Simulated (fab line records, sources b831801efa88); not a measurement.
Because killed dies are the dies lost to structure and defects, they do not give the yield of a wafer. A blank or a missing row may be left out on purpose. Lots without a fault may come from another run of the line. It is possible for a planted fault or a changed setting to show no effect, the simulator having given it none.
fab line records	flow sky130	part 1 of 2: steps 1 to 25 of 36
[record] lots = 5	wafers = 15	last_day = 50
route steps=708 shown FIELD_ISO@12 NWELL@32 DNWELL@35 PWDE@45
lots that met no fault: taken from a fault-free run of the same line
start_h: start of the lot's first displayed wafer, in hours after the record's first day	wait_h: time in hours since the lot's previous step	" as in the row above	L1.1+2: one row covering several wafers at once	- either no value or no given start	* or withheld: withheld	< > ~ a bound
route shown NAME@n: names a module that has steps shown in the file, with the first one's number in the route	usual: average and standard deviation across the fault-free wafers	same: alike in all rows	chamber/n: place in a boat	sites: the reading at each site	_std_site: standard deviation of those values	_edge_site: the outer-site mean with the inner-site mean subtracted	radius_mm: how far each site lies from the wafer's centre	mask NAME#n: copy n	behind: tool/chamber where the wafer was last shaped	hold: the reason the lot was held/the length of the hold in hours/how it ended	device: the transistor (n, p or np) that didn't switch	end of line: tests of these same wafers at the route's end	a step without rows: its recipe alone	killed: not the wafer's yield, but the dies lost to structure and defects at the first sort	map: a wafer's dies, x killed, . not, _ none there
set.NAME: the setting that was run; set.NAME@STEP: the one run at that earlier step	model.NAME: the simulator's own value behind a step, which no gauge read
lots at some steps of the route; a table a step, a row a wafer
services: the hour from which a tool's chamber was out of use, counted from the record's first day as start_h (under 0 if before that day), plus the number of hours and why
[[steps]]
[step SKY_FIELD_ISO_PEB_11]
[recipe] peb_temp_c = withheld	peb_time_s = withheld	resist = KrF-thick
[usual] chill_plate_temp_C = *
lot.wafer	tool	chamber	start_h	wait_h	chill_plate_temp_C
L074.3	litho_track-03	0	-	-	*
L074.4	"	0	"	"	*
L074.6	"	0	"	"	*
L078.1	litho_track-03	0	-	-	*
L078.4	"	0	"	"	*
L078.6	"	0	"	"	*
L079.1	litho_track-01	0	-	-	*
L079.3	"	0	"	"	*
L079.6	"	0	"	"	*
L081.1	litho_track-02	0	-	-	*
L081.2	"	0	"	"	*
L081.5	"	0	"	"	*
L097.1	litho_track-02	0	-	-	*
L097.5	"	0	"	"	*
L097.6	"	0	"	"	*
[step SKY_FIELD_ISO_DEVELOP_12]
[recipe] develop_time_s = 60	resist = KrF-thick	dev_temp_c = 21
[usual] chill_plate_temp_C = 23.02/0.12
[same] develop_time_s = 60
lot.wafer	tool	chamber	start_h	wait_h	chill_plate_temp_C
L074.3	litho_track-03	0	-	-	23.01
L074.4	"	0	"	"	22.93
L074.6	"	0	"	"	22.97
L078.1	litho_track-03	0	-	-	23.11
L078.4	"	0	"	"	23.05
L078.6	"	0	"	"	22.93
L079.1	litho_track-01	0	-	-	22.77
L079.3	"	0	"	"	22.85
L079.6	"	0	"	"	22.94
L081.1	litho_track-02	0	-	-	22.92
L081.2	"	0	"	"	22.92
L081.5	"	0	"	"	23.12
L097.1	litho_track-02	0	-	-	23.00
L097.5	"	0	"	"	23.16
L097.6	"	0	"	"	23.14
[step SKY_FIELD_ISO_CD_MEAS_13]
[recipe] target_cd_nm = 150
[usual] cd_nm = 149.6/1.3
lot.wafer	tool	chamber	start_h	wait_h	cd_nm
L074.3	cd_sem-02	-	29.70	-	149.0
L074.4	"	-	"	"	149.3
L074.6	"	-	"	"	149.0
L078.1	cd_sem-02	-	51.90	-	146.6
L078.4	"	-	"	"	148.3
L078.6	"	-	"	"	146.6
L079.1	cd_sem-01	-	54.50	-	148.9
L079.3	"	-	"	"	147.8
L079.6	"	-	"	"	149.4
L081.1	cd_sem-01	-	65.43	-	152.2
L081.2	"	-	"	"	151.2
L081.5	"	-	"	"	151.1
L097.1	cd_sem-01	-	146.93	-	150.7
L097.5	"	-	"	"	151.3
L097.6	"	-	"	"	150.5
[step SKY_FIELD_ISO_ETCH_14]
[recipe] chemistry = N2/H2	target = BARC	ion_energy_ev = 200	source_w = 500	bias_w = 100	pressure_mtorr = 30	n2_flow_sccm = 100	h2_flow_sccm = 200	stop_on = SiO2	time_s = 43.82	target_depth_a = 600
[usual] drypump_motor_current_A = 5.7/0.46	oes_product_au = 0.878/0.0049	throttle_valve_pct = 13.226/0.0091
lot.wafer	tool	chamber	start_h	wait_h	drypump_motor_current_A	oes_product_au	rf_hours_counter_h	throttle_valve_pct
L074.3	rie_diel-01	3	29.78	0.1	5.1	0.876	49	13.209
L074.4	"	2	"	"	6.4	0.880	92	13.217
L074.6	"	3	"	"	5.1	0.880	-	13.232
L078.1	rie_diel-03	1	52.02	0.1	5.5	0.876	172	13.227
L078.4	"	1	"	"	5.5	0.879	-	13.230
L078.6	"	3	"	"	4.7	0.878	-	13.228
L079.1	rie_diel-01	2	54.62	0.1	6.4	0.878	93	13.230
L079.3	"	3	"	"	5.1	0.878	50	13.200
L079.6	"	1	"	"	5.3	0.878	-	13.227
L081.1	rie_diel-01	3	65.55	0.1	5.1	0.876	50	13.238
L081.2	"	1	"	"	5.3	0.872	168	13.233
L081.5	"	3	"	"	5.1	0.867	-	13.238
L097.1	rie_diel-03	2	147.05	0.1	5.8	0.888	155	13.224
L097.5	"	2	"	"	5.8	0.875	-	13.225
L097.6	"	1	"	"	5.5	0.877	-	13.224
[step SKY_FIELD_ISO_ETCH_15]
[recipe] chemistry = CHF3/O2	target_depth_nm = 180	stop_on = Si	source_w = 600	bias_w = 200	pressure_mtorr = 40	chf3_flow_sccm = 50	O2_flow_sccm = 5	time_s = 72
[usual] drypump_motor_current_A = 5.7/0.46	oes_product_au = 0.949/0.0071	throttle_valve_pct = 8.845/0.0093
lot.wafer	tool	chamber	start_h	wait_h	drypump_motor_current_A	oes_product_au	rf_hours_counter_h	throttle_valve_pct
L074.3	rie_diel-01	3	29.82	0.0	5.1	0.946	49	8.868
L074.4	"	2	"	"	6.4	0.942	92	8.836
L074.6	"	3	"	"	5.1	0.949	-	8.837
L078.1	rie_diel-03	1	52.09	0.0	5.5	0.950	172	8.858
L078.4	"	1	"	"	5.5	0.960	-	8.856
L078.6	"	3	"	"	4.7	0.950	-	8.826
L079.1	rie_diel-01	2	54.66	0.0	6.4	0.940	93	8.831
L079.3	"	3	"	"	5.1	0.935	50	8.853
L079.6	"	1	"	"	5.3	0.940	-	8.847
L081.1	rie_diel-01	3	65.59	0.0	5.1	0.949	50	8.840
L081.2	"	1	"	"	5.3	0.946	168	8.857
L081.5	"	3	"	"	5.1	0.955	-	8.848
L097.1	rie_diel-03	2	147.09	0.0	5.8	0.950	155	8.860
L097.5	"	2	"	"	5.7	0.948	-	8.833
L097.6	"	1	"	"	5.5	0.946	-	8.836
[step SKY_FIELD_ISO_STRIP_16]
[recipe] chemistry = O2/N2	power_w = 1400	pressure_mtorr = 1500	platen_temp_c = withheld	o2_flow_sccm = 3000	n2_flow_sccm = 300	overash_fraction = 0.5
[usual] drypump_motor_current_A = 5.79/0.29	o2_flow_sccm = 3000/9	oes_product_au = 0.379/0.0051	strip_time_to_endpoint_s = 3.57/0.054
lot.wafer	tool	chamber	start_h	wait_h	drypump_motor_current_A	o2_flow_sccm	oes_product_au	rf_hours_counter_h	strip_time_to_endpoint_s
L074.3	plasma_asher-04	1	29.91	0.1	5.67	2991	0.370	-	3.54
L074.4	"	0	"	"	5.98	3009	0.382	-	3.49
L074.6	"	1	"	"	5.64	3010	0.372	-	3.53
L078.1	plasma_asher-02	0	52.17	0.1	5.59	3002	0.380	38	3.57
L078.4	"	0	"	"	5.59	3000	0.387	-	3.57
L078.6	"	1	"	"	5.76	3006	0.385	-	3.63
L079.1	plasma_asher-04	0	54.72	0.0	5.95	2998	0.378	36	3.50
L079.3	"	1	"	"	5.68	3008	0.373	-	3.51
L079.6	"	1	"	"	5.65	3007	0.386	-	3.59
L081.1	plasma_asher-04	1	65.65	0.0	5.66	3013	0.382	38	3.53
L081.2	"	0	"	"	5.96	3002	0.382	38	3.60
L081.5	"	0	"	"	5.99	3005	0.381	-	3.54
L097.1	plasma_asher-04	0	147.15	0.0	6.00	3011	0.385	3	3.63
L097.5	"	0	"	"	5.97	2995	0.383	-	3.61
L097.6	"	1	"	"	5.71	2998	0.382	-	3.59
[step SKY_FIELD_ISO_ETCH_17]
[recipe] target_depth_a = 3420	mask_material = Si3N4	chemistry = HBr/Cl2/O2	target = Si	taper_deg = 5	icp_w = 600	bias_w = 150	pressure_mtorr = 15	HBr_flow_sccm = 150	Cl2_flow_sccm = 40	O2_flow_sccm = 6	time_s = 97.7
[usual] drypump_motor_current_A = 5.81/0.3	mfc_cl2_sccm = 40.00/0.12	oes_product_au = 0.996/0.02	throttle_valve_pct = 25.660/0.016
lot.wafer	tool	chamber	start_h	wait_h	drypump_motor_current_A	mfc_cl2_sccm	oes_product_au	rf_hours_counter_h	throttle_valve_pct
L074.3	rie_si-01	3	29.97	0.0	5.99	40.00	0.982	29	25.680
L074.4	"	2	"	"	6.23	40.00	0.980	42	25.669
L074.6	"	3	"	"	5.97	39.94	0.968	-	25.685
L078.1	rie_si-01	1	52.27	0.1	5.64	39.92	0.977	3	25.662
L078.4	"	0	"	"	5.58	40.13	1.015	90	25.637
L078.6	"	1	"	"	5.64	39.73	0.982	-	25.672
L079.1	rie_si-01	0	54.82	0.1	5.61	39.92	1.022	91	25.638
L079.3	"	2	"	"	6.20	39.89	0.982	43	25.676
L079.6	"	1	"	"	5.61	39.99	0.984	-	25.661
L081.1	rie_si-01	0	65.75	0.1	5.61	40.11	1.028	91	25.643
L081.2	"	3	"	"	6.02	40.17	0.970	29	25.669
L081.5	"	2	"	"	6.22	39.98	0.976	-	25.668
L097.1	rie_si-01	0	147.25	0.1	5.61	40.03	1.019	91	25.636
L097.5	"	2	"	"	6.21	40.06	0.973	-	25.676
L097.6	"	3	"	"	6.02	40.08	0.967	-	25.689
[step SKY_FIELD_ISO_WET_ETCH_18]
[recipe] chemistry = H3PO4	target_depth_nm = 25	temp_c = 160	target = Si3N4	time_s = 286
lot.wafer	tool	chamber	start_h	wait_h
L074.3+4+6	wet_bench-02	3	30.04	0.0
L078.1+4+6	wet_bench-02	0	52.34	0.0
L079.1+3+6	wet_bench-03	2	54.89	0.0
L081.1+2+5	wet_bench-01	1	65.82	0.0
L097.1+5+6	wet_bench-03	1	147.32	0.0
[step SKY_FIELD_ISO_CLEAN_19]
[recipe] chemistry = SC1/SC2	mix = 1:4:20	temp_c = 70	time_s = 150
lot.wafer	tool	chamber	start_h	wait_h
L074.3+4+6	wet_bench-03	0	30.14	0.0
L078.1+4+6	wet_bench-03	2	52.43	0.0
L079.1+3+6	wet_bench-01	0	54.98	0.0
L081.1+2+5	wet_bench-03	2	65.91	0.0
L097.1+5+6	wet_bench-01	0	147.41	0.0
[step SKY_FIELD_ISO_CLEAN_20]
[recipe] chemistry = dHF	time_s = 20	dilution = 100:1
lot.wafer	tool	chamber	start_h	wait_h
L074.3+4+6	wet_bench-02	2	30.19	0.0
L078.1+4+6	wet_bench-01	3	52.49	0.0
L079.1+3+6	wet_bench-03	0	55.03	0.0
L081.1+2+5	wet_bench-01	2	65.96	0.0
L097.1+5+6	wet_bench-02	1	147.46	0.0
[step SKY_FIELD_ISO_WET_ETCH_21]
[recipe] chemistry = dHF	dilution = 100:1	target_depth_nm = 20	dry = ipa_marangoni	target = SiO2	temp_c = 25	time_s = 400
lot.wafer	tool	chamber	start_h	wait_h
L074.3+4+6	wet_bench-03	3	30.21	0.0
L078.1+4+6	wet_bench-02	1	52.50	0.0
L079.1+3+6	wet_bench-01	3	55.05	0.0
L081.1+2+5	wet_bench-03	3	65.97	0.0
L097.1+5+6	wet_bench-03	2	147.48	0.0
[step SKY_FIELD_ISO_OXIDATION_22]
[recipe] temp_c = 950	ambient = O2	stabilise_s = 600	purge_s = 300	target_thk_a = 100	ox_time_s = 623
[usual] spike_tc_upper_C = 949.7/1.1	zone_power_lower_pct = 20.6/0.64
[same] purge_s = 300	stabilise_s = 600
lot.wafer	tool	chamber	start_h	wait_h	spike_tc_upper_C	zone_power_lower_pct
L074.3	furnace-02	0	31.89	1.6	950.9	21.3
L074.4	"	0	"	"	951.0	21.3
L074.6	"	0	"	"	947.8	21.1
L078.1	furnace-01	0	55.20	2.6	951.3	19.6
L078.4	"	0	"	"	949.4	19.6
L078.6	"	0	"	"	950.8	19.7
L079.1	furnace-01	0	55.20	0.0	950.3	19.6
L079.3	"	0	"	"	951.9	20.0
L079.6	"	0	"	"	950.1	19.7
L081.1	furnace-01	0	66.66	0.6	949.3	20.1
L081.2	"	0	"	"	951.1	20.2
L081.5	"	0	"	"	950.4	19.9
L097.1	furnace-02	0	148.58	1.0	950.8	20.9
L097.5	"	0	"	"	950.3	21.1
L097.6	"	0	"	"	949.7	21.1
[step SKY_FIELD_ISO_THK_MEAS_23]
[recipe] reads = SiO2_of_FIELD_ISO_OXIDATION_22
[usual] FIELD_ISO_OXIDATION_01_THK = 9.95/0.17
lot.wafer	tool	chamber	start_h	wait_h	FIELD_ISO_OXIDATION_01_THK[nm]
L074.3	film_metro-02	-	33.08	0.0	9.89
L074.4	"	-	"	"	9.62
L074.6	"	-	"	"	9.83
L078.1	film_metro-02	-	56.38	0.0	9.94
L078.4	"	-	"	"	9.82
L078.6	"	-	"	"	9.95
L079.1	film_metro-01	-	56.38	0.0	10.16
L079.3	"	-	"	"	9.77
L079.6	"	-	"	"	9.69
L081.1	film_metro-02	-	67.83	0.0	10.47
L081.2	"	-	"	"	10.12
L081.5	"	-	"	"	10.37
L097.1	film_metro-01	-	149.75	0.0	9.80
L097.5	"	-	"	"	9.77
L097.6	"	-	"	"	9.79
[step SKY_FIELD_ISO_CVD_24]
[recipe] material = SiO2	target_thk_nm = 595	temp_c = 650	sigma_open_frac = 0.3	time_s = 99.2	sih4_flow_sccm = 60	pressure_mtorr = 6
[usual] pressure_mtorr = 6.002/0.012
lot.wafer	tool	chamber	start_h	wait_h	pressure_mtorr
L074.3	hdpcvd-01	1	33.12	0.0	6.000
L074.4	"	1	"	"	5.984
L074.6	"	0	"	"	6.006
L078.1	hdpcvd-02	1	56.44	0.1	6.009
L078.4	"	0	"	"	5.993
L078.6	"	1	"	"	5.992
L079.1	hdpcvd-01	0	56.44	0.1	6.003
L079.3	"	2	"	"	5.983
L079.6	"	1	"	"	5.996
L081.1	hdpcvd-01	2	67.89	0.1	6.010
L081.2	"	0	"	"	5.993
L081.5	"	2	"	"	5.991
L097.1	hdpcvd-01	0	149.81	0.1	6.003
L097.5	"	2	"	"	6.004
L097.6	"	0	"	"	5.994
[step SKY_FIELD_ISO_THK_MEAS_25]
[recipe] reads = SiO2_of_FIELD_ISO_CVD_24
[usual] FIELD_ISO_CVD_24_THK = 592/7.1
lot.wafer	tool	chamber	start_h	wait_h	FIELD_ISO_CVD_24_THK[nm]
L074.3	film_metro-01	-	33.22	0.1	598
L074.4	"	-	"	"	597
L074.6	"	-	"	"	597
L079.1	film_metro-03	-	56.51	0.0	589
L079.3	"	-	"	"	579
L079.6	"	-	"	"	589
L078.1	film_metro-02	-	56.54	0.1	579
L078.4	"	-	"	"	583
L078.6	"	-	"	"	591
L081.1	film_metro-01	-	67.96	0.0	587
L081.2	"	-	"	"	585
L081.5	"	-	"	"	595
L097.1	film_metro-02	-	149.89	0.0	590
L097.5	"	-	"	"	589
L097.6	"	-	"	"	579
[step SKY_FIELD_ISO_ANNEAL_26]
[recipe] temp_c = 1000	time_s = 1800	ambient = N2
[usual] spike_tc_upper_C = 999.6/0.93	zone_power_lower_pct = 23.2/0.75
lot.wafer	tool	chamber	start_h	wait_h	spike_tc_upper_C	zone_power_lower_pct
L074.3	furnace-02	0	33.26	0.0	1001.7	23.9
L074.4	"	0	"	"	999.0	23.4
L074.6	"	0	"	"	998.8	23.5
L078.1	furnace-01	0	57.89	1.3	1000.1	22.4
L078.4	"	0	"	"	998.9	22.1
L078.6	"	0	"	"	999.5	22.2
L079.1	furnace-01	0	57.89	1.4	998.4	21.8
L079.3	"	0	"	"	1000.2	22.6
L079.6	"	0	"	"	1000.0	22.4
L081.1	furnace-01	0	68.02	0.1	999.4	22.2
L081.2	"	0	"	"	1000.0	22.0
L081.5	"	0	"	"	1000.9	21.8
L097.1	furnace-01	0	149.95	0.1	999.5	22.0
L097.5	"	0	"	"	999.5	22.1
L097.6	"	0	"	"	1000.8	22.2
[step SKY_FIELD_ISO_CMP_27]
[recipe] stop_on = Si3N4	t_overpolish_s = 16	down_force_psi = 4	platen_rpm = 60	target_thk_nm = 457.8	pad_velocity_m_s = 0.94248
[usual] head_pressure_psi = 4.000/0.0093	motor_current_A = 12.2/1.8	overpolish_run_s = 16.001/0.0097	time_to_endpoint_s = 110/6.2
lot.wafer	tool	chamber	start_h	wait_h	head_pressure_psi	motor_current_A	overpolish_run_s	time_to_endpoint_s
L074.4	cmp-01	0	34.81	0.1	3.985	13.1	16.000	113
L074.3	"	1	"	"	4.011	10.9	15.985	109
L074.6	"	0	"	"	3.987	13.3	15.989	112
L079.3	cmp-02	1	59.39	0.0	3.989	10.1	16.010	112
L079.1	"	2	"	"	3.999	15.6	15.986	106
L079.6	"	2	"	"	3.993	14.4	15.991	107
L078.4	cmp-01	2	59.44	0.1	3.997	13.0	16.017	115
L078.1	"	0	"	"	4.000	13.3	16.002	111
L078.6	"	2	"	"	4.002	12.9	15.991	116
L081.1	cmp-02	1	69.57	0.1	4.010	10.7	16.000	113
L081.2	"	2	"	"	3.998	15.7	16.033	105
L081.5	"	0	"	"	4.001	12.3	16.010	102
L097.1	cmp-01	3	151.55	0.1	4.005	9.7	16.004	115
L097.6	"	1	"	"	4.000	11.0	15.999	104
L097.5	"	2	"	"	3.988	12.8	15.999	114
[step SKY_FIELD_ISO_WET_ETCH_28]
[recipe] chemistry = dHF	target_depth_nm = 23.7	target = SiO2	dilution = 10:1	temp_c = 25	time_s = 47
lot.wafer	tool	chamber	start_h	wait_h
L074.3+4+6	wet_bench-01	0	35.06	0.1
L078.1+4+6	wet_bench-01	0	59.69	0.1
L079.1+3+6	wet_bench-01	3	59.69	0.2
L081.1+2+5	wet_bench-01	2	69.82	0.2
L097.1+5+6	wet_bench-01	0	151.77	0.2
[step SKY_FIELD_ISO_WET_ETCH_29]
[recipe] chemistry = H3PO4	target_depth_nm = 160	target = Si3N4	temp_c = 160	time_s = 1825
lot.wafer	tool	chamber	start_h	wait_h
L074.3+4+6	wet_bench-02	2	35.08	0.0
L078.1+4+6	wet_bench-02	2	59.71	0.0
L079.1+3+6	wet_bench-02	3	59.71	0.0
L081.1+2+5	wet_bench-02	1	69.84	0.0
L097.1+5+6	wet_bench-02	0	151.79	0.0
[step SKY_FIELD_ISO_WET_ETCH_30]
[recipe] chemistry = dHF	target_depth_nm = 25	target = SiO2	dilution = 10:1	temp_c = 25	time_s = 50
lot.wafer	tool	chamber	start_h	wait_h
L074.3+4+6	wet_bench-01	3	35.64	0.0
L078.1+4+6	wet_bench-01	0	60.27	0.0
L079.1+3+6	wet_bench-01	1	60.27	0.0
L081.1+2+5	wet_bench-03	0	70.36	0.0
L097.1+5+6	wet_bench-01	1	152.31	0.0
[step SKY_NWELL_CLEAN_00]
[recipe] chemistry = SC1/SC2	mix = 1:4:20	temp_c = 70	time_s = 150	dry = n2_spin
lot.wafer	tool	chamber	start_h	wait_h
L074.3+4+6	wet_bench-02	3	35.66	0.0
L078.1+4+6	wet_bench-02	0	60.29	0.0
L079.1+3+6	wet_bench-02	1	60.29	0.0
L081.1+2+5	wet_bench-01	1	70.38	0.0
L097.1+5+6	wet_bench-03	0	152.33	0.0
[step SKY_NWELL_OXIDATION_01]
[recipe] temp_c = 900	ambient = O2	stabilise_s = 600	purge_s = 300	target_thk_a = 100	ox_time_s = 1418
[usual] spike_tc_upper_C = 899.6/1	zone_power_lower_pct = 18.1/0.59
[same] purge_s = 300	stabilise_s = 600
lot.wafer	tool	chamber	start_h	wait_h	spike_tc_upper_C	zone_power_lower_pct
L074.3	furnace-02	0	35.72	0.0	899.3	18.6
L074.4	"	0	"	"	899.6	18.4
L074.6	"	0	"	"	899.0	18.4
L078.1	furnace-01	0	60.89	0.5	900.1	17.3
L078.4	"	0	"	"	899.9	17.7
L078.6	"	0	"	"	898.6	17.5
L079.1	furnace-01	0	60.89	0.5	901.1	17.3
L079.3	"	0	"	"	902.4	17.4
L079.6	"	0	"	"	900.4	17.7
L081.1	furnace-02	0	70.43	0.0	899.8	18.6
L081.2	"	0	"	"	900.4	18.6
L081.5	"	0	"	"	898.2	18.9
L097.1	furnace-02	0	154.20	1.8	898.7	18.6
L097.5	"	0	"	"	900.0	18.4
L097.6	"	0	"	"	899.9	18.5
[step SKY_NWELL_THK_MEAS_02]
[recipe] reads = SiO2_of_NWELL_OXIDATION_01
[usual] NWELL_OXIDATION_THK = 10.00/0.17
lot.wafer	tool	chamber	start_h	wait_h	NWELL_OXIDATION_THK[nm]
L074.3	film_metro-02	-	37.13	0.0	10.02
L074.4	"	-	"	"	10.05
L074.6	"	-	"	"	10.04
L078.1	film_metro-04	-	62.28	0.0	10.15
L078.4	"	-	"	"	9.94
L078.6	"	-	"	"	10.04
L079.1	film_metro-02	-	62.28	0.0	10.00
L079.3	"	-	"	"	10.13
L079.6	"	-	"	"	9.91
L081.1	film_metro-02	-	71.83	0.0	9.95
L081.2	"	-	"	"	9.88
L081.5	"	-	"	"	9.63
L097.1	film_metro-02	-	155.59	0.0	10.21
L097.5	"	-	"	"	9.98
L097.6	"	-	"	"	10.03
[step SKY_DNWELL_DEHYDRATE_00]
[recipe] temp_c = 200	time_s = 60
[usual] chill_plate_temp_C = 22.97/0.097
lot.wafer	tool	chamber	start_h	wait_h	chill_plate_temp_C
L074.3	litho_track-01	0	45.05	7.9	22.90
L074.4	"	0	"	"	23.03
L074.6	"	0	"	"	22.91
L079.1	litho_track-01	0	69.05	6.8	22.96
L079.3	"	0	"	"	22.97
L079.6	"	0	"	"	22.78
L078.1	litho_track-04	0	69.33	7.0	22.91
L078.4	"	0	"	"	23.04
L078.6	"	0	"	"	22.92
L081.1	litho_track-03	0	80.40	8.6	23.05
L081.2	"	0	"	"	22.92
L081.5	"	0	"	"	23.05
L097.1	litho_track-04	0	165.43	9.8	22.78
L097.5	"	0	"	"	22.70
L097.6	"	0	"	"	23.02
[step SKY_DNWELL_HMDS_01]
[recipe] prime_time_s = 60	prime_temp_c = 120
[usual] chill_plate_temp_C = 22.98/0.1
lot.wafer	tool	chamber	start_h	wait_h	chill_plate_temp_C
L074.3	litho_track-01	0	45.20	0.1	23.01
L074.4	"	0	"	"	23.00
L074.6	"	0	"	"	22.97
L079.1	litho_track-01	0	69.20	0.1	22.90
L079.3	"	0	"	"	23.11
L079.6	"	0	"	"	23.10
L078.1	litho_track-04	0	69.48	0.1	23.10
L078.4	"	0	"	"	23.02
L078.6	"	0	"	"	22.74
L081.1	litho_track-03	0	80.55	0.1	22.77
L081.2	"	0	"	"	22.93
L081.5	"	0	"	"	22.83
L097.1	litho_track-04	0	165.58	0.1	23.10
L097.5	"	0	"	"	22.99
L097.6	"	0	"	"	23.07
